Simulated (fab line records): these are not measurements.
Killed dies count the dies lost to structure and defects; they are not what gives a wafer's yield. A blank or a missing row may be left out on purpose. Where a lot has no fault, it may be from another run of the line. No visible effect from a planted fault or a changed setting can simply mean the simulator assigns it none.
One fault seen from 2 desks + flow gf180mcu + only its own numbers are on each desk; what lay behind them is given at the end

## THE METROLOGY DESK
What the gauges read for every lot (on any tool): the sampled wafers with a number, averaged. A lot is out of limits, marked OUT, if its mean lies more than 4 standard deviations from the usual mean; the brackets give that distance.
Columns: A = V2_W_RS at GF_V2_RS_MEAS_24, usual 0.325 ohm/sq; B = V2_W_THK at GF_V2_THK_MEAS_25, usual 358 nm
| lot  | first seen here | A     | B   |
|------|-----------------|-------|-----|
| L760 | day 21 12:11    | 0.324 | 355 |
| L761 | day 21 23:45    | 0.319 | 364 |
| L763 | day 22 16:49    | 0.321 | 366 |
| L764 | day 23 02:52    | 0.329 | 356 |
| L767 | day 24 01:39    | 0.314 | 376 |
| L768 | day 24 05:09    | 0.314 | 370 |
| L769 | day 24 15:50    | 0.315 | 370 |
| L777 | day 27 05:12    | 0.330 | 352 |
| L778 | day 27 17:14    | 0.331 | 352 |
| L779 | day 27 18:47    | 0.327 | 356 |
| L780 | day 27 22:11    | 0.326 | 361 |
This desk's verdict: no lot among the 11 shows anything out of limits.

## THE TOOL OWNER'S DESK: cvd_w-02
The tool's own readings at GF_V2_CVD_23 (deposits W, target thk 350 nm, time 104.94 s): means of the sampled wafers that have a number, for each lot that ran on this tool. A lot is out of limits, marked OUT, if its mean lies more than 4 standard deviations from the usual mean; the brackets give that distance.
Columns: A = heater_power_w at GF_V2_CVD_23, usual 757 W
| lot  | first seen here | A   |
|------|-----------------|-----|
| L760 | day 21 12:04    | 737 |
| L761 | day 21 23:38    | 778 |
| L763 | day 22 16:43    | 748 |
| L764 | day 23 02:43    | 748 |
| L767 | day 24 01:32    | 740 |
| L768 | day 24 05:02    | 727 |
| L769 | day 24 15:43    | 742 |
| L779 | day 27 18:41    | 773 |
This desk's verdict: no lot among the 8 shows anything out of limits.

## ALL TOGETHER
Nothing out of limits was seen by the metrology desk.
The tool owner's desk saw nothing out of limits.

## WHAT THE SIMULATOR HAD INSERTED
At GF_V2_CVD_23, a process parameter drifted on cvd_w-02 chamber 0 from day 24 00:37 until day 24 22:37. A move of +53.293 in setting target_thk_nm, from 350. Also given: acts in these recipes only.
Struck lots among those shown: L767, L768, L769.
